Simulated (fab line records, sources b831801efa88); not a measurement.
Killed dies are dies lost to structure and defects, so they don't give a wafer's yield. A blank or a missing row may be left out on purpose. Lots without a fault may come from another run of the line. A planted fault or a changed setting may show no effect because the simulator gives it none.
Which tool did it? | flow gf180mcu | 12 lots, 36 wafers sampled, at 6 steps of a route of 602

WHAT THE GAUGES READ, wafer by wafer
GF_V3_RS_MEAS_24: measures by four-point-probe.
lot  | measured     | on            | V3_W_RS (ohm/sq)
L455 | day 23 04:34 | film_metro-03 | 0.331 0.329 0.328
L456 | day 23 18:42 | film_metro-02 | 0.327 0.327 0.328
L457 | day 24 04:50 | film_metro-03 | 0.331 0.340 0.335
L458 | day 24 07:49 | film_metro-02 | 0.326 0.330 0.328
L459 | day 24 17:12 | film_metro-01 | 0.328 0.328 0.329
L461 | day 25 05:02 | film_metro-03 | 0.330 0.329 0.328
L462 | day 25 13:50 | film_metro-01 | 0.329 0.328 0.330
L465 | day 26 15:37 | film_metro-02 | 0.330 0.328 0.333
L466 | day 26 21:34 | film_metro-03 | 0.336 0.335 0.337
L472 | day 28 21:58 | film_metro-02 | 0.328 0.328 0.325
L475 | day 29 12:15 | film_metro-01 | 0.334 0.328 0.337
L476 | day 29 19:40 | film_metro-03 | 0.330 0.330 0.334

GF_M4_RS_MEAS_05: measures by four-point-probe.
lot  | measured     | on            | M4_ALCU_RS (ohm/sq)
L455 | day 23 05:16 | film_metro-04 | 0.0692 0.0700 0.0688
L456 | day 23 19:36 | film_metro-02 | 0.0695 0.0692 0.0689
L457 | day 24 05:45 | film_metro-03 | 0.0692 0.0700 0.0706
L458 | day 24 09:00 | film_metro-04 | 0.0706 0.0704 0.0703
L459 | day 24 17:54 | film_metro-04 | 0.0706 0.0703 0.0692
L461 | day 25 05:44 | film_metro-04 | 0.0702 0.0693 0.0701
L462 | day 25 14:32 | film_metro-04 | 0.0691 0.0695 0.0690
L465 | day 26 16:19 | film_metro-03 | 0.0692 0.0689 0.0701
L466 | day 26 22:16 | film_metro-02 | 0.0690 0.0689 0.0700
L472 | day 28 22:40 | film_metro-02 | 0.1622 0.1594 0.1603
L475 | day 29 12:57 | film_metro-03 | 0.1789 0.1741 0.1733
L476 | day 29 20:22 | film_metro-03 | 0.0699 0.0692 0.0690

GF_M4_THK_MEAS_06: measures by xrf.
lot  | measured     | on            | M4_ALCU_THK (nm)
L455 | day 23 05:23 | film_metro-04 | 447 443 450
L456 | day 23 19:43 | film_metro-02 | 448 451 453
L457 | day 24 05:52 | film_metro-03 | 452 446 441
L458 | day 24 09:07 | film_metro-04 | 434 437 439
L459 | day 24 18:01 | film_metro-04 | 438 438 444
L461 | day 25 05:50 | film_metro-04 | 440 442 442
L462 | day 25 14:39 | film_metro-04 | 447 446 448
L465 | day 26 16:25 | film_metro-03 | 454 455 446
L466 | day 26 22:22 | film_metro-02 | 449 449 442
L472 | day 28 22:46 | film_metro-02 | 195 197 197
L475 | day 29 13:04 | film_metro-03 | 179 183 183
L476 | day 29 20:29 | film_metro-03 | 447 451 451

WHICH TOOL RAN EACH LOT (tool, then ch and the chambers of the sampled wafers, then the start)
lot  | GF_V3_CVD_02                    | GF_M4_SPUTTER_01             | GF_M4_SPUTTER_02
L455 | pecvd-03 ch 0,1,2, day 22 04:07 | pvd_sputter-01, day 23 05:08 | pvd_sputter-01, day 23 05:10
L456 | pecvd-01 ch 1,2, day 22 18:29   | pvd_sputter-01, day 23 19:28 | pvd_sputter-01, day 23 19:29
L457 | pecvd-04 ch 0,1,2, day 23 05:11 | pvd_sputter-02, day 24 05:38 | pvd_sputter-02, day 24 05:40
L458 | pecvd-01 ch 0,2, day 23 07:56   | pvd_sputter-04, day 24 08:53 | pvd_sputter-04, day 24 08:55
L459 | pecvd-03 ch 0,2, day 23 17:59   | pvd_sputter-02, day 24 17:46 | pvd_sputter-02, day 24 17:47
L461 | pecvd-04 ch 0,2, day 24 04:59   | pvd_sputter-04, day 25 05:35 | pvd_sputter-04, day 25 05:37
L462 | pecvd-04 ch 0,2, day 24 14:54   | pvd_sputter-01, day 25 14:25 | pvd_sputter-01, day 25 14:26
L465 | pecvd-01 ch 0,1,2, day 25 17:40 | pvd_sputter-01, day 26 16:08 | pvd_sputter-01, day 26 16:10
L466 | pecvd-04 ch 0,1,2, day 25 22:47 | pvd_sputter-01, day 26 22:07 | pvd_sputter-01, day 26 22:08
L472 | pecvd-01 ch 0,1,2, day 28 01:47 | pvd_sputter-01, day 28 22:31 | pvd_sputter-01, day 28 22:33
L475 | pecvd-04 ch 0,1,2, day 28 15:53 | pvd_sputter-01, day 29 12:49 | pvd_sputter-01, day 29 12:50
L476 | pecvd-01 ch 0,1,2, day 29 00:31 | pvd_sputter-02, day 29 20:14 | pvd_sputter-02, day 29 20:16
- GF_V3_CVD_02: deposits SiO2 from TEOS, target thk 850 nm, time 94.851 s.
- GF_M4_SPUTTER_01: material TiN, target thk 30 nm, time 25.59 s.
- GF_M4_SPUTTER_02: material AlCu, target thk 450 nm, time 23.9 s.

WHAT THE TOOLS THEMSELVES READ (means of the sampled wafers that have a number; where no wafer has one, the mark that the record gives instead)
GF_V3_CVD_02.
lot  | tool     | heater_power_outer_w (W) | heater_power_w (W)
L455 | pecvd-03 | 384                      | 651
L456 | pecvd-01 | 379                      | 629
L457 | pecvd-04 | 381                      | 620
L458 | pecvd-01 | 412                      | 680
L459 | pecvd-03 | 417                      | 678
L461 | pecvd-04 | 389                      | 639
L462 | pecvd-04 | 386                      | 620
L465 | pecvd-01 | 354                      | 590
L466 | pecvd-04 | 368                      | 615
L472 | pecvd-01 | 384                      | 627
L475 | pecvd-04 | 367                      | 611
L476 | pecvd-01 | 392                      | 652

GF_M4_SPUTTER_01.
lot  | tool           | throttle_valve_pct (%)
L455 | pvd_sputter-01 | 29.9
L456 | pvd_sputter-01 | 30.4
L457 | pvd_sputter-02 | 29.9
L458 | pvd_sputter-04 | 31.0
L459 | pvd_sputter-02 | 29.8
L461 | pvd_sputter-04 | 30.3
L462 | pvd_sputter-01 | 30.4
L465 | pvd_sputter-01 | 30.3
L466 | pvd_sputter-01 | 29.9
L472 | pvd_sputter-01 | 29.7
L475 | pvd_sputter-01 | 29.9
L476 | pvd_sputter-02 | 28.9

GF_M4_SPUTTER_02.
lot  | tool           | throttle_valve_pct (%)
L455 | pvd_sputter-01 | 30.0
L456 | pvd_sputter-01 | 30.5
L457 | pvd_sputter-02 | 29.9
L458 | pvd_sputter-04 | 31.1
L459 | pvd_sputter-02 | 29.7
L461 | pvd_sputter-04 | 30.4
L462 | pvd_sputter-01 | 30.4
L465 | pvd_sputter-01 | 30.3
L466 | pvd_sputter-01 | 30.0
L472 | pvd_sputter-01 | 29.7
L475 | pvd_sputter-01 | 30.0
L476 | pvd_sputter-02 | 28.9

THE ANSWER, worked out from the rows above alone
Rule: what is usual is taken from the lots themselves. Put in order of their means at a reading, lots are off if they are a third of the lots or fewer, leave a main group of 4 or more, and stand apart from it by a gap of 3 or more times the standard deviation of the main group's means; of several such gaps the widest counts. A main group whose means are all the same, to the digits that the tables above print for the reading, isn't used. A lot without any number at a reading at which 4 lots or more have one is off too. The other lots that the step has rows for count as sound. The gauges are gone through in route order, then the tools' own readings, and for those a lot's mean is taken as printed above. The first step at which some lot is off is used, and at that step the reading that is off furthest; a lot without a number counts as furthest.
Off: L472, L475, at GF_M4_RS_MEAS_05 (M4_ALCU_RS). The main group: mean 0.0696 ohm/sq, standard deviation 0.0004.
A tool fits if, at a process step before that reading, it ran every lot that is off, and no sound lot after the first of them. The gauges at GF_M4_RS_MEAS_05 are tried like those tools. One fits: pvd_sputter-01 at GF_M4_SPUTTER_01 and GF_M4_SPUTTER_02. At GF_M4_SPUTTER_01 its last sound lot is L466 (day 26 22:07), its first lot that is off L472 (day 28 22:31): a fault that began between those two fits.

WHAT THE SIMULATOR HAD PUT IN
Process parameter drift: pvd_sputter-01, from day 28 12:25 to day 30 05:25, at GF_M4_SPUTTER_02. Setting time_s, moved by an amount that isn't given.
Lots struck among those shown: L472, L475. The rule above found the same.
